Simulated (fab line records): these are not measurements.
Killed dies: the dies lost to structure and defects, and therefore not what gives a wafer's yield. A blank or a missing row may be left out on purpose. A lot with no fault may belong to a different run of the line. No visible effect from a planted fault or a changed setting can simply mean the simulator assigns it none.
The tool behind it: which one?    flow sky130    Sampling: 14 lots, 42 wafers, 4 of 708 route steps

== WHAT EACH GAUGE READ, for each wafer ==
SKY_LI_CONTACT_OVL_MEAS_13. Usual: LI_CONTACT_OVL 0 nm, standard deviation 5.
lot   measured      on          LI_CONTACT_OVL (nm)  flag
L752  day 29 12:46  overlay-02  0 4 0                
L758  day 31 17:08  overlay-02  -3 -3 -4             
L759  day 31 18:08  overlay-02  1 1 0                
L762  day 32 13:08  overlay-01  -2 -5 -5             
L763  day 32 19:30  overlay-02  4 6 11               
L764  day 33 05:28  overlay-02  6 10 7               
L765  day 33 17:17  overlay-02  -4 -5 0              
L767  day 34 07:56  overlay-02  3 4 3                
L769  day 34 19:37  overlay-02  -3 -1 0              
L770  day 35 05:13  overlay-02  -2 0 4               
L771  day 35 08:22  overlay-01  4 1 2                
L772  day 35 18:59  overlay-02  3 -1 1               
L773  day 36 01:53  overlay-02  -4 -9 -4             
L774  day 36 18:17  overlay-02  -2 -5 -3             

SKY_LOCAL_INTERCONNECT_THK_MEAS_02: measures by xrf. Usual: LOCAL_INTERCONNECT_TIN_THK 100.8 nm, standard deviation 1.2.
lot   measured      on            LOCAL_INTERCONNECT_TIN_THK (nm)  flag
L752  day 29 14:10  filmMetro-04  102.4 100.7 100.8                
L758  day 31 18:41  filmMetro-03  100.4 100.3 100.5                
L759  day 31 19:32  filmMetro-02  103.6 103.1 101.9                
L762  day 32 14:31  filmMetro-02  102.2 99.1 100.1                 
L763  day 32 20:53  filmMetro-04  99.8 100.4 100.0                 
L764  day 33 06:52  filmMetro-03  100.2 98.6 99.2                  
L765  day 33 18:41  filmMetro-02  103.2 102.3 102.9                
L767  day 34 09:20  filmMetro-03  102.8 103.1 102.7                
L769  day 34 21:01  filmMetro-04  101.4 101.2 100.5                
L770  day 35 06:37  filmMetro-02  100.7 101.7 100.7                
L771  day 35 09:46  filmMetro-04  101.0 100.2 100.9                
L772  day 35 20:23  filmMetro-02  102.0 102.4 102.4                
L773  day 36 03:17  filmMetro-03  101.6 102.2 101.3                
L774  day 36 19:41  filmMetro-03  100.3 100.3 100.5                

== WHAT TOOL EACH LOT RAN ON (gives the tool, then ch and the chambers of the sampled wafers, and finally the start) ==
lot   SKY_VT_ADJUST_HVTP_PEB_05         SKY_LI_CONTACT_ETCH_15
L752  lithoTrack-02 ch 0, day 6 10:10   rieDiel-01 ch 1,2,3, day 29 12:51
L758  lithoTrack-01 ch 0, day 7 21:24   rieDiel-03 ch 0,1,3, day 31 17:12
L759  lithoTrack-02 ch 0, day 8 04:02   rieDiel-01 ch 0,1,2, day 31 18:12
L762  lithoTrack-01 ch 0, day 8 23:07   rieDiel-03 ch 2,3, day 32 13:13
L763  lithoTrack-01, day 9 04:58        rieDiel-04 ch 1,2,3, day 32 19:35
L764  lithoTrack-02, day 9 10:19        rieDiel-04 ch 1,2,3, day 33 05:33
L765  lithoTrack-04 ch 0, day 9 19:42   rieDiel-04 ch 0,1, day 33 17:22
L767  lithoTrack-02 ch 0, day 10 09:29  rieDiel-01 ch 0,1,2, day 34 08:00
L769  lithoTrack-01 ch 0, day 10 20:07  rieDiel-04 ch 1,2,3, day 34 19:42
L770  lithoTrack-01 ch 0, day 10 23:13  rieDiel-04 ch 0,3, day 35 05:18
L771  lithoTrack-04 ch 0, day 11 03:14  rieDiel-04 ch 0,1,3, day 35 08:27
L772  lithoTrack-01 ch 0, day 11 08:16  rieDiel-03 ch 0,2,3, day 35 19:04
L773  lithoTrack-04 ch 0, day 11 14:42  rieDiel-01 ch 2,3, day 36 01:58
L774  lithoTrack-02 ch 0, day 12 18:13  rieDiel-03 ch 0,1,2, day 36 18:21
- SKY_VT_ADJUST_HVTP_PEB_05
- SKY_LI_CONTACT_ETCH_15: etches PSG in C4F8/O2/Ar, stops on Si, target depth 600 nm.

== AS READ BY THE TOOLS THEMSELVES (means over the sampled wafers that have a number; for cases with no such wafer, the mark the record gives instead) ==
SKY_VT_ADJUST_HVTP_PEB_05. Usual: 45.0 Pa for exhaustPa, sd 0.92.
lot   tool           exhaustPa (Pa)  flag
L752  lithoTrack-02  45.2            
L758  lithoTrack-01  43.7            
L759  lithoTrack-02  43.5            
L762  lithoTrack-01  44.3            
L763  lithoTrack-01  -               OFF
L764  lithoTrack-02  -               OFF
L765  lithoTrack-04  44.2            
L767  lithoTrack-02  44.4            
L769  lithoTrack-01  45.6            
L770  lithoTrack-01  45.5            
L771  lithoTrack-04  46.0            
L772  lithoTrack-01  45.5            
L773  lithoTrack-04  45.7            
L774  lithoTrack-02  43.7            

SKY_LI_CONTACT_ETCH_15. Usual: 0.837 a.u. for oesProductAu, sd 0.0047.
lot   tool        oesProductAu (a.u.)  flag
L752  rieDiel-01  0.839                
L758  rieDiel-03  0.836                
L759  rieDiel-01  0.839                
L762  rieDiel-03  0.836                
L763  rieDiel-04  0.832                
L764  rieDiel-04  0.836                
L765  rieDiel-04  0.835                
L767  rieDiel-01  0.838                
L769  rieDiel-04  0.839                
L770  rieDiel-04  0.835                
L771  rieDiel-04  0.839                
L772  rieDiel-03  0.838                
L773  rieDiel-01  0.841                
L774  rieDiel-03  0.833                

== THE ANSWER, worked out from the rows above alone ==
Rule: take the mean of a lot's wafers that have a number; if it is more than 3 standard deviations from the usual mean, the lot is off. A lot without any number at a reading at which 4 lots or more have one is off too. The other lots that the step has rows for count as sound. The gauges are gone through in route order, then the tools' own readings, and for those a lot's mean is taken as printed above. At the first step where some lot is off, the reading lying furthest off is the one used; lots without a number count as furthest.
Off: L763, L764, at SKY_VT_ADJUST_HVTP_PEB_05 (exhaustPa). Without a number there: L763, L764.
A tool fits if, at that step or a process step before it, it ran every lot that is off, and no sound lot after the first of them. None of those tried fits.

== WHAT HAD BEEN PUT IN BY THE SIMULATOR ==
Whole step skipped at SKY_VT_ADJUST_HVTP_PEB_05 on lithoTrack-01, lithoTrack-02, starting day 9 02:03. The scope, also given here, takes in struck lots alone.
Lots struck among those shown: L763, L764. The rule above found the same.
